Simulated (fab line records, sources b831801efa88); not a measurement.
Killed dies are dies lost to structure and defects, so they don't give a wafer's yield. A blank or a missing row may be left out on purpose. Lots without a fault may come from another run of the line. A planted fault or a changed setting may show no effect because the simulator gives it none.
Chamber matching | flow sky130 | SKY_LI_CONTACT_CMP_24 on cmp-01: 4 sister chambers
The step polishes, stops on PSG, t overpolish 20 s, target thk 0 nm. 33 wafers are shown with their chamber, then 12 later ones without.

WAFERS WITH THEIR CHAMBER
wafer  | chamber | motor_current_A (A) | time_to_endpoint_s (s) | overpolish_run_s (s)
L075.2 | 1       | 11.4                | 102                    | 19.991
L075.4 | 3       | 11.2                | 96                     | 19.979
L075.5 | 2       | 11.0                | 105                    | 20.013
L076.2 | 0       | 10.8                | 95                     | 20.007
L076.3 | 2       | 11.1                | 98                     | 19.995
L076.6 | 3       | 11.7                | 97                     | 20.006
L077.1 | 3       | 11.2                | 99                     | 20.006
L077.3 | 0       | 10.9                | 94                     | 20.010
L077.4 | 1       | 11.2                | 99                     | 19.983
L080.3 | 2       | 10.5                | 100                    | 20.000
L080.4 | 1       | 11.2                | 102                    | 20.011
L080.5 | 1       | 11.6                | 97                     | 19.992
L082.2 | 2       | 10.5                | 102                    | 20.016
L082.3 | 3       | 12.1                | 101                    | 20.017
L082.4 | 0       | 11.4                | 96                     | 19.980
L083.1 | 1       | 11.3                | 98                     | 19.999
L083.2 | 3       | 11.8                | 97                     | 20.021
L083.5 | 0       | 11.3                | 94                     | 19.995
L081.1 | 3       | 11.5                | 97                     | 20.006
L081.2 | 2       | 10.9                | 100                    | 20.008
L081.4 | 1       | 11.5                | 101                    | 20.009
L084.2 | 2       | 10.4                | 107                    | 19.999
L084.3 | 0       | 11.5                | 99                     | 19.999
L084.5 | 3       | 11.6                | 98                     | 20.001
L085.2 | 2       | 10.6                | 103                    | 19.994
L085.5 | 0       | 11.1                | 99                     | 20.007
L085.6 | 3       | 11.8                | 100                    | 19.989
L086.2 | 0       | 11.5                | 95                     | 19.998
L086.4 | 1       | 11.0                | 100                    | 19.981
L086.5 | 3       | 11.7                | 97                     | 19.999
L087.3 | 3       | 11.4                | 94                     | 19.987
L087.4 | 2       | 11.0                | 96                     | 19.995
L087.6 | 3       | 11.3                | 97                     | 20.007

SIGNATURES (means of the wafers above)
reading            | chamber 0 | chamber 1 | chamber 2 | chamber 3 | scatter within a chamber
motor_current_A    | 11.214    | 11.314    | 10.750    | 11.573    | 0.268
time_to_endpoint_s | 96.00     | 99.86     | 101.38    | 97.55     | 2.49
overpolish_run_s   | 19.99943  | 19.99514  | 20.00250  | 20.00164  | 0.0111
Rule: a wafer's distance from a chamber is the root of the sum, over the readings, of the square of ((its reading less the chamber's mean) divided by the reading's scatter). The wafer belongs to the nearest chamber; if the next one is less than 2 further off, it can't be placed. The scatter: the root of (the sum of the squares of (reading less its chamber's mean) over the shown wafers, divided by (wafers less chambers)).

WAFERS WITHOUT THEIR CHAMBER
wafer  | motor_current_A (A) | time_to_endpoint_s (s) | overpolish_run_s (s)
L090.2 | 11.9                | 95                     | 20.011
L090.5 | 11.4                | 100                    | 19.996
L090.6 | 12.0                | 100                    | 20.004
L094.3 | 11.6                | 95                     | 20.007
L094.4 | 11.4                | 99                     | 20.001
L094.5 | 11.3                | 94                     | 20.004
L095.1 | 11.3                | 95                     | 19.991
L095.4 | 10.3                | 99                     | 19.991
L095.5 | 12.0                | 93                     | 20.019
L096.1 | 11.9                | 93                     | 20.005
L096.2 | 11.0                | 99                     | 20.001
L096.3 | 11.0                | 95                     | 19.996

WHICH CHAMBER EACH WENT THROUGH
wafer  | from the rows above               | in truth
L090.2 | can't be placed: 3 or 0 or 1      | 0
L090.5 | can't be placed: 1 or 3 or 0      | 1
L090.6 | can't be placed: 3 or 1 or 0      | 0
L094.3 | can't be placed: 3 or 0 or 1      | 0
L094.4 | can't be placed: 1 or 3 or 0 or 2 | 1
L094.5 | can't be placed: 0 or 3 or 1      | 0
L095.1 | can't be placed: 0 or 3 or 1      | 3
L095.4 | can't be placed: 2 or 0 or 1      | 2
L095.5 | can't be placed: 3 or 0 or 1      | 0
L096.1 | can't be placed: 3 or 0 or 1      | 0
L096.2 | can't be placed: 1 or 2 or 0 or 3 | 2
L096.3 | can't be placed: 0 or 1 or 3 or 2 | 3
Placed correctly: 0 of 12. Can't be placed from these rows: 12 (the true chamber is among the candidates in 12). Placed wrongly: 0.
